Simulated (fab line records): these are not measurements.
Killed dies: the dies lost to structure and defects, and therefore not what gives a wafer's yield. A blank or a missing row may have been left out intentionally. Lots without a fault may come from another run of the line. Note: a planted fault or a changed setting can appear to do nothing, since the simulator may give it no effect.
One fault seen from 2 desks + flow sky130 + each desk has only its own numbers; what lay behind them comes last

FOR THE TOOL OWNER'S DESK: rie diel-01
The tool's own readings at SKY_POLY_GATE_ETCH_15 (etches BARC in N2/H2, stops on SiO2, time 118.5 s, target depth 110 nm): means of the sampled wafers that have a number, for each lot that ran on this tool. If a lot's mean is further than 4 standard deviations from the usual mean, the lot is out of limits and carries the mark OUT (the distance appears in the brackets).
Columns: A = bias w at SKY_POLY_GATE_ETCH_15, usual 100.0 W; B = drypump motor current A at SKY_POLY_GATE_ETCH_15, usual 5.7 A; C = oes product au at SKY_POLY_GATE_ETCH_15, usual 0.717 a.u.; D = throttle valve pct at SKY_POLY_GATE_ETCH_15, usual 13.213 %
| lot  | first seen here | A              | B   | C     | D      |
|------|-----------------|----------------|-----|-------|--------|
| L118 | day 16 06:04    | 99.8           | 5.9 | 0.721 | 13.200 |
| L127 | day 19 17:46    | 100.0          | 6.1 | 0.716 | 13.214 |
| L130 | day 21 01:49    | 100.3          | 6.1 | 0.712 | 13.223 |
| L135 | day 22 20:46    | 94.1 (-19) OUT | 6.1 | 0.715 | 13.209 |
| L136 | day 22 23:37    | 93.8 (-20) OUT | 5.8 | 0.713 | 13.217 |
This desk's verdict: out of limits on L135, L136, starting with L135 at day 22 20:46 (bias w at SKY_POLY_GATE_ETCH_15). Within limits: L118, L127, L130.

THE METROLOGY DESK
Means of the sampled wafers that have a number, per lot and without regard to the tool the lot ran on: this is what the gauges read. If a lot's mean is further than 4 standard deviations from the usual mean, the lot is out of limits and carries the mark OUT (the distance appears in the brackets).
Columns: A = RES_XHIGH_TW at SKY_RES_XHIGH_TW_MEAS_09, usual 1637
| lot  | first seen here | A    |
|------|-----------------|------|
| L118 | day 26 14:58    | 1640 |
| L121 | day 27 17:13    | 1639 |
| L122 | day 27 17:49    | 1626 |
| L124 | day 29 03:53    | 1649 |
| L125 | day 29 10:22    | 1637 |
| L127 | day 29 20:59    | 1644 |
| L129 | day 30 16:59    | 1650 |
| L130 | day 31 02:52    | 1626 |
| L131 | day 31 06:14    | 1623 |
| L135 | day 32 14:04    | 1633 |
| L136 | day 32 21:26    | 1631 |
| L139 | day 33 17:19    | 1631 |
This desk found nothing out of limits on any of the 12 lots.

BROUGHT TOGETHER
On L135, L136, at day 22 20:46, an alarm was possible from the tool owner's desk.
Metrology desk: nothing out of limits seen.
The metrology desk has L135, L136 on record, within its limits.
Of the lots named, all ran SKY_POLY_GATE_ETCH_15 on rie diel-01.

WHAT THE SIMULATOR HAD INSERTED
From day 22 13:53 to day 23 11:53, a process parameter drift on rie diel-01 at SKY_POLY_GATE_ETCH_15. Setting bias w, moved by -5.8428, from 100. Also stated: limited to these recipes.
Lots struck among those shown: L135, L136.
Delay in hours, fault start to first out-of-limits reading, by desk: the tool owner's desk at 7.
